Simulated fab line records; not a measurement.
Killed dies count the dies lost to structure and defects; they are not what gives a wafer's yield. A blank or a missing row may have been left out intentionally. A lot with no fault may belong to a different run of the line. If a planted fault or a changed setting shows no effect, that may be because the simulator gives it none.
Which tool did it? ; flow gf180mcu ; 24 lots with 72 wafers sampled at 5 steps, on a route of 602 steps

## WHAT THE GAUGES SHOWED, per wafer
GF_CONTACT_CD_MEAS_14: the cd target is 220 nm. Usual: 219.6 nm for cdNm, sd 1.5.
lot;measured;on;cdNm (nm);flag
L074;day 16 00:13;cdSem-01;221.9 222.4 222.3;
L075;day 16 20:05;cdSem-02;218.4 217.2 217.9;
L076;day 16 20:12;cdSem-01;221.5 221.2 221.8;
L077;day 17 00:22;cdSem-01;219.2 219.5 219.6;
L079;day 17 22:46;cdSem-02;218.1 220.1 217.8;
L078;day 17 23:56;cdSem-02;219.1 219.4 218.9;
L080;day 18 14:51;cdSem-02;219.1 220.1 219.1;
L081;day 18 20:12;cdSem-01;218.6 218.8 218.0;
L082;day 18 23:54;cdSem-01;219.4 221.0 220.4;
L083;day 19 20:23;cdSem-02;218.4 218.3 219.7;
L084;day 19 20:46;cdSem-01;220.5 219.9 221.3;
L085;day 20 09:27;cdSem-01;219.8 220.4 219.8;
L086;day 20 13:10;cdSem-01;221.6 220.5 221.5;
L087;day 21 00:32;cdSem-01;219.8 221.5 220.3;
L088;day 21 12:52;cdSem-01;218.5 218.8 219.3;
L089;day 21 14:33;cdSem-01;215.4 217.1 216.4;
L090;day 21 16:34;cdSem-02;221.2 219.7 220.6;
L091;day 22 09:02;cdSem-01;221.1 221.5 224.1;
L092;day 22 14:01;cdSem-01;220.0 220.3 220.2;
L093;day 22 23:22;cdSem-01;220.0 219.3 220.1;
L094;day 23 15:33;cdSem-01;220.4 220.9 219.3;
L095;day 23 16:40;cdSem-02;217.1 219.3 218.7;
L096;day 24 02:33;cdSem-02;218.8 219.3 217.5;
L097;day 24 06:57;cdSem-01;219.8 218.9 219.0;

GF_V3_THK_MEAS_03. Usual: V3_CVD_02_THK gives 853 nm (standard deviation 10).
lot;measured;on;V3_CVD_02_THK (nm);flag
L074;day 21 07:57;filmMetro-03;831 850 844;
L075;day 22 04:15;filmMetro-03;847 839 843;
L076;day 22 03:53;filmMetro-03;860 851 861;
L077;day 22 08:51;filmMetro-02;860 855 851;
L079;day 23 07:40;filmMetro-03;849 854 870;
L078;day 23 08:58;filmMetro-03;855 883 872;
L080;day 23 20:46;filmMetro-02;845 868 856;
L081;day 24 03:02;filmMetro-03;845 864 870;
L082;day 24 06:12;filmMetro-02;836 842 849;
L083;day 25 01:28;filmMetro-02;857 859 854;
L084;day 25 02:37;filmMetro-02;846 859 873;
L085;day 25 12:34;filmMetro-02;844 866 872;
L086;day 25 14:54;filmMetro-02;869 852 864;
L087;day 26 02:39;filmMetro-03;843 843 849;
L088;day 26 11:50;filmMetro-01;834 854 869;
L089;day 26 15:28;filmMetro-03;842 836 858;
L090;day 26 16:00;filmMetro-03;849 846 856;
L091;day 27 07:14;filmMetro-03;839 850 854;
L092;day 27 09:52;filmMetro-02;849 871 857;
L093;day 27 18:56;filmMetro-03;846 840 864;
L094;day 28 10:15;filmMetro-03;847 858 861;
L095;day 28 10:46;filmMetro-03;839 841 858;
L096;day 28 17:36;filmMetro-01;847 840 869;
L097;day 28 22:46;filmMetro-02;847 860 855;

## WHAT TOOL EACH LOT RAN ON (gives the tool, then ch and the chambers of the sampled wafers, and finally the start)
lot;GF_SALICIDE_RTA_08;GF_M3_SPUTTER_02;GF_V3_CVD_02
L074;rtpAnneal-02 ch 0, day 15 01:32;pvdSputter-01, day 20 06:25;pecvd-01 ch 1,2, day 21 07:53
L075;rtpAnneal-01 ch 0, day 15 21:20;pvdSputter-02, day 21 03:57;pecvd-01 ch 0,1,2, day 22 04:11
L076;rtpAnneal-02 ch 0, day 15 21:31;pvdSputter-01, day 21 03:26;pecvd-03 ch 1,2, day 22 03:49
L077;rtpAnneal-02 ch 0, day 16 01:08;pvdSputter-01, day 21 08:13;pecvd-02 ch 0,1,2, day 22 08:47
L079;rtpAnneal-02 ch 0, day 16 23:12;pvdSputter-01, day 22 07:03;pecvd-02 ch 0,1, day 23 07:35
L078;rtpAnneal-01 ch 0, day 17 00:34;pvdSputter-04, day 22 08:39;pecvd-01 ch 0,1,2, day 23 08:53
L080;rtpAnneal-02 ch 0, day 17 14:58;pvdSputter-02, day 22 21:25;pecvd-03 ch 0,1, day 23 20:42
L081;rtpAnneal-02 ch 0, day 17 19:23;pvdSputter-04, day 23 03:04;pecvd-03 ch 0,1,2, day 24 02:58
L082;rtpAnneal-01 ch 0, day 17 22:44;pvdSputter-02, day 23 06:58;pecvd-02 ch 0,2, day 24 06:07
L083;rtpAnneal-01 ch 0, day 18 19:55;pvdSputter-02, day 24 02:34;pecvd-03 ch 0,1,2, day 25 01:24
L084;rtpAnneal-01 ch 0, day 18 20:34;pvdSputter-04, day 24 03:12;pecvd-01 ch 1,2, day 25 02:31
L085;rtpAnneal-02 ch 0, day 19 08:35;pvdSputter-02, day 24 13:51;pecvd-01 ch 0,1, day 25 12:29
L086;rtpAnneal-01 ch 0, day 19 12:02;pvdSputter-01, day 24 16:08;pecvd-01 ch 0,1,2, day 25 14:50
L087;rtpAnneal-02 ch 0, day 19 23:46;pvdSputter-04, day 25 04:03;pecvd-02 ch 0,1,2, day 26 02:34
L088;rtpAnneal-02 ch 0, day 20 12:44;pvdSputter-04, day 25 13:49;pecvd-01 ch 0,1,2, day 26 11:46
L089;rtpAnneal-01 ch 0, day 20 13:49;pvdSputter-04, day 25 17:28;pecvd-02 ch 0,1, day 26 15:24
L090;rtpAnneal-01 ch 0, day 20 16:14;pvdSputter-02, day 25 18:47;pecvd-03 ch 0,1, day 26 15:56
L091;rtpAnneal-01 ch 0, day 21 08:17;pvdSputter-02, day 26 09:25;pecvd-03 ch 1,2, day 27 07:09
L092;rtpAnneal-01 ch 0, day 21 14:13;pvdSputter-02, day 26 12:11;pecvd-01 ch 0,1, day 27 09:47
L093;rtpAnneal-01 ch 0, day 21 23:09;pvdSputter-01, day 26 21:10;pecvd-02 ch 0,1,2, day 27 18:52
L094;rtpAnneal-01 ch 0, day 22 15:51;pvdSputter-01, day 27 13:16;pecvd-03 ch 0,1,2, day 28 10:11
L095;rtpAnneal-02 ch 0, day 22 17:02;pvdSputter-01, day 27 13:40;pecvd-02 ch 1,2, day 28 10:42
L096;rtpAnneal-02 ch 0, day 23 02:56;pvdSputter-01, day 27 20:43;pecvd-03 ch 0,1, day 28 17:32
L097;rtpAnneal-01 ch 0, day 23 08:31;pvdSputter-04, day 28 02:18;pecvd-03 ch 0,1,2, day 28 22:41
- GF_SALICIDE_RTA_08: time 30 s.
- GF_M3_SPUTTER_02: material AlCu, target thk 450 nm, time 23.9 s.
- GF_V3_CVD_02: deposits SiO2 from TEOS, target thk 850 nm, time 94.851 s.

## AS READ BY THE TOOLS THEMSELVES (means over the sampled wafers that have a number; for cases with no such wafer, the mark the record gives instead)
GF_SALICIDE_RTA_08. Usual: lampPowerPct 16.8 %, standard deviation 0.63; wafer_temp_C_max 804.8, standard deviation 0.87.
lot;tool;lampPowerPct (%);wafer_temp_C_max;flag
L074;rtpAnneal-02;17.5;805.0;
L075;rtpAnneal-01;16.2;805.1;
L076;rtpAnneal-02;17.5;804.5;
L077;rtpAnneal-02;17.5;805.5;
L079;rtpAnneal-02;17.5;804.0;
L078;rtpAnneal-01;16.2;805.0;
L080;rtpAnneal-02;17.5;805.6;
L081;rtpAnneal-02;17.5;804.3;
L082;rtpAnneal-01;16.2;805.0;
L083;rtpAnneal-01;16.2;804.7;
L084;rtpAnneal-01;16.3;804.5;
L085;rtpAnneal-02;17.5;805.6;
L086;rtpAnneal-01;16.3;804.6;
L087;rtpAnneal-02;17.5;805.3;
L088;rtpAnneal-02;17.5;804.2;
L089;rtpAnneal-01;16.2;804.8;
L090;rtpAnneal-01;16.2;805.3;
L091;rtpAnneal-01;16.2;804.7;
L092;rtpAnneal-01;16.3;806.1;
L093;rtpAnneal-01;16.3;805.5;
L094;rtpAnneal-01;16.2;804.5;
L095;rtpAnneal-02;17.5;804.2;
L096;rtpAnneal-02;17.5;804.6;
L097;rtpAnneal-01;16.2;804.2;

GF_M3_SPUTTER_02. Usual: chamberPressurePa 0.3999 Pa, standard deviation 0.00075; throttleValvePct 29.6 %, standard deviation 0.75.
lot;tool;chamberPressurePa (Pa);throttleValvePct (%);flag
L074;pvdSputter-01;0.3995;29.4;
L075;pvdSputter-02;0.3996;29.5;
L076;pvdSputter-01;0.4007;29.5;
L077;pvdSputter-01;0.3999;29.1;
L079;pvdSputter-01;0.3993;28.7;
L078;pvdSputter-04;0.4003;30.3;
L080;pvdSputter-02;0.3998;29.0;
L081;pvdSputter-04;0.3998;30.1;
L082;pvdSputter-02;0.3995;29.5;
L083;pvdSputter-02;0.3990;29.7;
L084;pvdSputter-04;0.4015;30.4;
L085;pvdSputter-02;0.4005;29.1;
L086;pvdSputter-01;0.4002;29.9;
L087;pvdSputter-04;0.3994;29.9;
L088;pvdSputter-04;0.3997;29.8;
L089;pvdSputter-04;0.4005;29.8;
L090;pvdSputter-02;0.3994;29.6;
L091;pvdSputter-02;0.3999;29.7;
L092;pvdSputter-02;0.3993;29.8;
L093;pvdSputter-01;0.3995;28.9;
L094;pvdSputter-01;0.3999;29.5;
L095;pvdSputter-01;0.3998;29.4;
L096;pvdSputter-01;0.3991;29.3;
L097;pvdSputter-04;0.3993;30.8;

GF_V3_CVD_02. Usual: 668 W for heaterPowerW, sd 120.
lot;tool;heaterPowerW (W);flag
L074;pecvd-01;538;
L075;pecvd-01;598;
L076;pecvd-03;687;
L077;pecvd-02;657;
L079;pecvd-02;786;
L078;pecvd-01;593;
L080;pecvd-03;654;
L081;pecvd-03;711;
L082;pecvd-02;649;
L083;pecvd-03;683;
L084;pecvd-01;566;
L085;pecvd-01;569;
L086;pecvd-01;555;
L087;pecvd-02;691;
L088;pecvd-01;555;
L089;pecvd-02;831;
L090;pecvd-03;695;
L091;pecvd-03;669;
L092;pecvd-01;612;
L093;pecvd-02;714;
L094;pecvd-03;756;
L095;pecvd-02;809;
L096;pecvd-03;665;
L097;pecvd-03;690;

## THE ANSWER, worked out from the rows above alone
Rule: a lot is off if the mean of its wafers that have a number lies more than 3 standard deviations from the usual mean. Also off: a lot with no number at a reading for which 4 or more lots have one. Any other lot the step has rows for is counted as sound. The gauges are gone through in route order, then the tools' own readings, and for those a lot's mean is taken as printed above. At the first step where some lot is off, the reading lying furthest off is the one used; lots without a number count as furthest.
Across all readings shown, no lot is off: no conclusion can be drawn from this.

## WHAT HAD BEEN PUT IN BY THE SIMULATOR
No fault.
